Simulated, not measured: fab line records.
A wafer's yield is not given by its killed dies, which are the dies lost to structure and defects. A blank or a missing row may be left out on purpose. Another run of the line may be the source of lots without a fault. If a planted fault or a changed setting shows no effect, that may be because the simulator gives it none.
fab line records	flow gf180mcu
record: lots: 13	wafers: 39	last_day: 34
route steps=602 shown SALICIDE@280 V3@451 V4@480
lots that met no fault: taken from a fault-free run of the same line
start_h: hours from the record's first day to the start of the lot's first wafer shown	wait_h: time in hours since the lot's previous step	" identical to the entry in the row above	L1.1+2: one row covering several wafers at once	- no value, or no start given	* or withheld: withheld	< > ~ a bound
route shown NAME@n: a module of which the file shows steps, and the number in the route of the first	usual: average and standard deviation across the fault-free wafers	same: alike in all rows	chamber/n: place in a boat	sites: per-site readings	_std_site: the values' standard deviation	_edge_site: outer sites' mean less inner sites'	radius_mm: for every site, how far away it sits from the centre of the wafer	mask NAME#n: copy n	behind: the most recent tool/chamber to have shaped the wafer	hold: the reason the lot was held/the length of the hold in hours/how it ended	device: transistor that didn't switch, given as n, p or np	end of line: the route-end tests of the same wafers	for a step that has no rows: nothing shown but its recipe	killed: not the wafer's yield, but the dies lost to structure and defects at the first sort	map: dies across one wafer; x = killed, . = not, _ = none there
set.NAME: the setting as run; set.NAME@STEP: as run at that earlier step	model.NAME: the simulator's own value behind a step, which no gauge read
a sample of lots followed through the steps of the route, with each step as a table and each wafer as a row
services: when a tool's chamber went out of use (start_h, in hours from the record's first day, below 0 if earlier), for how many hours, and the reason
== steps ==
step: GF_SALICIDE_SPUTTER_02
recipe: material: Co	target_thk_nm: 10	power_w: 1000	time_s: 20	chamber_pressure_pa: 0.4
usual: throttle_valve_pct: 30.3/1.3
lot.wafer	tool	chamber	start_h	wait_h	throttle_valve_pct
L699.3	pvd_sputter-03	-	349.53	0.0	31.3
L699.5	"	-	"	"	31.6
L699.6	"	-	"	"	28.4
L700.2	pvd_sputter-04	-	353.67	0.0	29.7
L700.3	"	-	"	"	28.5
L700.4	"	-	"	"	28.7
L704.1	pvd_sputter-02	-	385.60	0.0	29.7
L704.2	"	-	"	"	29.4
L704.3	"	-	"	"	33.0
L706.2	pvd_sputter-02	-	401.71	0.0	29.6
L706.3	"	-	"	"	31.3
L706.6	"	-	"	"	29.5
L711.3	pvd_sputter-03	-	452.81	0.0	31.9
L711.4	"	-	"	"	31.4
L711.5	"	-	"	"	31.4
L714.1	pvd_sputter-03	-	480.49	0.0	31.8
L714.4	"	-	"	"	29.8
L714.5	"	-	"	"	31.4
L715.1	pvd_sputter-04	-	482.91	0.0	28.7
L715.2	"	-	"	"	29.5
L715.3	"	-	"	"	29.7
L716.1	pvd_sputter-03	-	492.15	0.0	29.7
L716.3	"	-	"	"	31.5
L716.4	"	-	"	"	31.6
L717.1	pvd_sputter-03	-	501.11	0.0	31.4
L717.2	"	-	"	"	31.6
L717.6	"	-	"	"	29.7
L718.1	pvd_sputter-04	-	513.37	0.0	28.4
L718.2	"	-	"	"	29.0
L718.6	"	-	"	"	29.8
L719.1	pvd_sputter-02	-	535.22	0.0	29.5
L719.2	"	-	"	"	31.1
L719.3	"	-	"	"	33.2
L720.1	pvd_sputter-03	-	537.50	0.0	31.5
L720.2	"	-	"	"	28.3
L720.4	"	-	"	"	29.6
L721.1	pvd_sputter-02	-	550.60	0.0	32.8
L721.3	"	-	"	"	29.6
L721.4	"	-	"	"	29.7
step: GF_SALICIDE_RS_MEAS_04
recipe: thk_meas_gauge: four-point-probe	reads: TiN_of_SALICIDE_SPUTTER_03+Co_of_SALICIDE_SPUTTER_02
usual: SALICIDE_TIN_RS: 16.44/0.27
lot.wafer	tool	chamber	start_h	wait_h	hold	SALICIDE_TIN_RS[ohm/sq]
L699.3	film_metro-02	-	349.62	0.1	-	16.16
L699.5	"	-	"	"	-	16.41
L699.6	"	-	"	"	-	16.45
L700.2	film_metro-01	-	353.74	0.0	-	15.95
L700.3	"	-	"	"	-	16.55
L700.4	"	-	"	"	-	16.40
L704.1	film_metro-04	-	385.65	0.0	await_dispo/0.2h/release	20.37
L704.2	"	-	"	"	await_dispo/0.2h/release	20.82
L704.3	"	-	"	"	await_dispo/0.2h/release	20.58
L704.1	film_metro-04	-	385.94	0.3	-	20.36
L704.2	"	-	"	"	-	20.84
L704.3	"	-	"	"	-	20.54
L706.2	film_metro-04	-	401.78	0.0	await_dispo/0.2h/release	20.75
L706.3	"	-	"	"	await_dispo/0.2h/release	20.73
L706.6	"	-	"	"	await_dispo/0.2h/release	20.95
L706.2	film_metro-04	-	402.07	0.3	-	20.74
L706.3	"	-	"	"	-	20.74
L706.6	"	-	"	"	-	20.90
L711.3	film_metro-01	-	452.91	0.1	-	16.48
L711.4	"	-	"	"	-	16.61
L711.5	"	-	"	"	-	16.53
L714.1	film_metro-01	-	480.55	0.0	-	16.55
L714.4	"	-	"	"	-	16.56
L714.5	"	-	"	"	-	16.70
L715.1	film_metro-01	-	482.97	0.0	-	16.58
L715.2	"	-	"	"	-	16.57
L715.3	"	-	"	"	-	16.41
L716.1	film_metro-01	-	492.20	0.0	-	16.76
L716.3	"	-	"	"	-	16.77
L716.4	"	-	"	"	-	16.64
L717.1	film_metro-04	-	501.17	0.0	-	16.73
L717.2	"	-	"	"	-	16.64
L717.6	"	-	"	"	-	16.74
L718.1	film_metro-04	-	513.44	0.0	-	15.97
L718.2	"	-	"	"	-	16.09
L718.6	"	-	"	"	-	15.87
L719.1	film_metro-01	-	535.28	0.0	-	16.83
L719.2	"	-	"	"	-	16.84
L719.3	"	-	"	"	-	16.73
L720.1	film_metro-01	-	537.55	0.0	-	16.56
L720.2	"	-	"	"	-	16.01
L720.4	"	-	"	"	-	16.30
L721.1	film_metro-01	-	550.65	0.0	-	16.14
L721.3	"	-	"	"	-	16.00
L721.4	"	-	"	"	-	16.43
step: GF_V3_SPUTTER_22
recipe: material: TiN	target_thk_nm: 10	chamber_pressure_pa: 5	power_w: 4000	time_s: 40
usual: throttle_valve_pct: 30.2/1.3
lot.wafer	tool	chamber	start_h	wait_h	throttle_valve_pct
L699.3	pvd_sputter-03	-	523.99	0.0	31.6
L699.5	"	-	"	"	31.5
L699.6	"	-	"	"	29.4
L700.2	pvd_sputter-03	-	530.95	0.0	28.5
L700.3	"	-	"	"	29.4
L700.4	"	-	"	"	31.3
L704.1	pvd_sputter-03	-	560.69	0.0	29.7
L704.2	"	-	"	"	31.7
L704.3	"	-	"	"	31.4
L706.2	pvd_sputter-03	-	577.03	0.0	31.5
L706.3	"	-	"	"	28.1
L706.6	"	-	"	"	31.6
L711.3	pvd_sputter-03	-	621.33	0.0	31.6
L711.4	"	-	"	"	28.4
L711.5	"	-	"	"	28.3
L714.1	pvd_sputter-03	-	645.17	0.0	31.6
L714.4	"	-	"	"	31.7
L714.5	"	-	"	"	31.3
L715.1	pvd_sputter-02	-	646.64	0.0	33.0
L715.2	"	-	"	"	31.4
L715.3	"	-	"	"	29.8
L716.1	pvd_sputter-01	-	654.19	0.0	29.1
L716.3	"	-	"	"	29.0
L716.4	"	-	"	"	30.5
L717.1	pvd_sputter-01	-	661.06	0.0	29.4
L717.2	"	-	"	"	29.5
L717.6	"	-	"	"	29.3
L718.1	pvd_sputter-01	-	672.79	0.0	29.1
L718.2	"	-	"	"	29.4
L718.6	"	-	"	"	29.2
L719.1	pvd_sputter-03	-	691.23	0.0	31.6
L719.2	"	-	"	"	31.5
L719.3	"	-	"	"	28.5
L720.1	pvd_sputter-01	-	691.95	0.0	29.3
L720.2	"	-	"	"	31.0
L720.4	"	-	"	"	29.3
L721.1	pvd_sputter-03	-	703.76	0.0	31.4
L721.3	"	-	"	"	29.5
L721.4	"	-	"	"	28.2
step: GF_V4_CMP_04
recipe: material: SiO2	down_force_psi: 4	platen_rpm: 60	pad_velocity_m_s: 0.94248
usual: motor_current_A: 12.2/1.2	slurry_filter_dp_kPa: 13.51/0.13	time_to_endpoint_s: 82/4.4
lot.wafer	tool	chamber	start_h	wait_h	motor_current_A	slurry_filter_dp_kPa	time_to_endpoint_s
L699.3	cmp-02	2	548.77	0.2	12.3	13.55	84
L699.6	"	3	"	"	13.6	13.52	82
L699.5	"	0	"	"	11.9	13.47	88
L700.4	cmp-01	0	555.05	0.0	11.9	13.62	88
L700.2	"	2	"	"	13.0	13.61	80
L700.3	"	3	"	"	11.3	13.52	83
L704.2	cmp-02	2	583.80	0.0	12.2	13.53	78
L704.1	"	3	"	"	14.1	13.49	79
L704.3	"	1	"	"	10.7	13.42	78
L706.2	cmp-02	1	600.31	0.3	10.9	13.53	82
L706.3	"	0	"	"	12.2	13.82	83
L706.6	"	2	"	"	12.3	13.61	85
L711.3	cmp-01	3	643.88	0.1	10.9	13.26	80
L711.4	"	0	"	"	12.2	13.36	85
L711.5	"	2	"	"	13.4	13.54	86
L714.1	cmp-02	0	667.03	0.1	11.3	13.13	75
L714.4	"	1	"	"	9.9	13.48	78
L714.5	"	3	"	"	13.5	13.58	75
L715.3	cmp-02	0	668.24	0.0	11.6	13.36	83
L715.2	"	2	"	"	12.3	13.43	76
L715.1	"	3	"	"	14.7	13.48	76
L716.3	cmp-01	0	674.33	0.0	12.8	13.49	72
L716.4	"	1	"	"	13.1	13.54	75
L716.1	"	3	"	"	11.3	13.45	72
L717.1	cmp-02	1	682.31	0.1	10.1	13.65	82
L717.2	"	2	"	"	11.9	13.43	85
L717.6	"	2	"	"	12.3	13.43	85
L718.2	cmp-01	1	693.04	0.0	13.3	13.53	85
L718.1	"	2	"	"	13.5	13.49	84
L718.6	"	1	"	"	12.7	13.48	89
L719.1	cmp-02	2	711.36	0.1	12.8	13.53	82
L719.3	"	0	"	"	12.2	13.46	87
L719.2	"	1	"	"	10.8	13.62	80
L720.4	cmp-02	1	711.74	0.1	10.4	13.70	89
L720.1	"	2	"	"	11.8	13.36	86
L720.2	"	3	"	"	14.8	13.62	85
L721.1	cmp-01	2	723.24	0.1	12.8	13.44	76
L721.4	"	3	"	"	12.1	13.55	83
L721.3	"	0	"	"	11.4	13.66	77
step: GF_V4_STRIP_18
recipe: chemistry: O2/N2	power_w: 1400	pressure_mtorr: 1500	platen_temp_c: 250	o2_flow_sccm: 3000	n2_flow_sccm: 300	overash_fraction: 0.5
usual: drypump_motor_current_A: 5.6/0.49	heater_power_w: 326/23	oes_product_au: 0.593/0.0047
lot.wafer	tool	chamber	start_h	wait_h	drypump_motor_current_A	heater_power_w	oes_product_au	rf_hours_counter_h
L699.3	plasma_asher-04	1	571.03	-	6.3	293	0.592	-
L699.5	"	0	"	"	5.6	349	0.591	-
L699.6	"	1	"	"	6.2	289	0.599	-
L700.2	plasma_asher-03	1	577.83	-	6.1	341	0.595	46
L700.3	"	0	"	"	5.1	320	0.588	-
L700.4	"	1	"	"	6.1	334	0.590	-
L704.1	plasma_asher-03	0	605.23	-	5.0	329	0.594	49
L704.2	"	1	"	"	6.1	347	0.595	49
L704.3	"	1	"	"	6.1	346	0.593	-
L706.2	plasma_asher-01	1	622.04	-	4.9	339	0.597	87
L706.3	"	1	"	"	5.0	344	0.587	-
L706.6	"	1	"	"	4.9	349	0.600	-
L711.3	plasma_asher-04	1	664.22	-	6.2	297	0.592	-
L711.4	"	0	"	"	5.7	355	0.587	-
L711.5	"	1	"	"	6.2	290	0.601	-
L714.1	plasma_asher-04	0	686.48	-	5.6	352	0.592	108
L714.4	"	0	"	"	5.6	339	0.596	-
L714.5	"	0	"	"	5.6	348	0.590	-
L715.1	plasma_asher-04	1	688.23	-	6.2	281	0.596	108
L715.2	"	0	"	"	5.6	347	0.591	108
L715.3	"	0	"	"	5.6	351	0.596	-
L716.1	plasma_asher-01	0	694.14	-	5.6	304	0.601	94
L716.3	"	0	"	"	5.6	309	0.594	-
L716.4	"	1	"	"	4.9	351	0.595	-
L717.1	plasma_asher-03	1	701.38	-	6.1	340	0.598	59
L717.2	"	0	"	"	5.0	330	0.594	59
L717.6	"	1	"	"	6.1	341	0.591	-
L718.1	plasma_asher-03	0	712.35	-	5.0	324	0.595	60
L718.2	"	1	"	"	6.1	341	0.596	60
L718.6	"	0	"	"	5.1	324	0.601	-
L719.1	plasma_asher-04	1	729.65	-	6.2	295	0.588	113
L719.2	"	0	"	"	5.6	337	0.581	113
L719.3	"	1	"	"	6.2	281	0.585	-
L720.1	plasma_asher-01	1	730.24	-	4.9	359	0.593	98
L720.2	"	0	"	"	5.6	308	0.591	98
L720.4	"	0	"	"	5.6	315	0.593	-
L721.1	plasma_asher-03	1	740.75	-	6.2	341	0.588	64
L721.3	"	1	"	"	6.2	355	0.593	-
L721.4	"	0	"	"	5.0	322	0.594	-
== services ==
tool	chamber	start_h	hours	kind
cmp-01	-	325.76	11.5	repair
cmp-02	-	333.58	1.5	repair
pvd_sputter-04	-	359.09	1.0	repair
pvd_sputter-03	-	378.91	4.7	repair
cmp-02	-	383.53	9.2	pm
cmp-01	-	387.21	1.0	repair
cmp-02	-	404.60	4.0	pm
pvd_sputter-04	-	413.29	8.1	repair
plasma_asher-01	-	440.60	0.4	repair
cmp-01	-	454.58	5.0	pm
cmp-01	-	463.01	1.2	repair
cmp-01	-	485.88	2.4	repair
cmp-02	-	496.89	4.7	pm
pvd_sputter-01	-	534.14	18.9	repair
cmp-01	-	550.93	0.3	repair
cmp-01	-	572.23	4.0	pm
pvd_sputter-03	-	583.97	1.8	repair
cmp-01	-	597.24	4.9	repair
cmp-02	-	658.72	1.0	repair
pvd_sputter-01	-	673.01	0.9	repair
pvd_sputter-01	-	701.21	8.5	repair
pvd_sputter-01	-	709.45	4.6	repair
pvd_sputter-03	-	727.97	8.1	repair
plasma_asher-04	-	733.75	9.0	pm
== key ==
first_sign: step: GF_SALICIDE_RS_MEAS_04	reading: visit	direction: added
effect: step: GF_SALICIDE_RS_MEAS_04	reading: SALICIDE_TIN_RS	direction: up	sigmas: 16	usual: 16.44	struck: 20.70
met_at GF_SALICIDE_SPUTTER_02
struck_lots L704,L706
tester_left_out L704,L706
not_acting_at GF_V3_SPUTTER_22,GF_V4_CMP_04,GF_V4_STRIP_18
fault: kind: process_parameter_drift	tool: pvd_sputter-02	chamber: -	onset_h: 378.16	steps: GF_SALICIDE_SPUTTER_02	channel: target_thk_nm	offset: -2.1669	shape: step	end_h: 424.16	acts_in: these_recipes_only	stated: 10
tester_left_out: of these lots the tester's yield and bins aren't shown, on N5 and GAA mostly nor the transistor test; their killed dies are dies lost to structure and defects alone, not to doping, threshold or leakage, so they don't give the yield
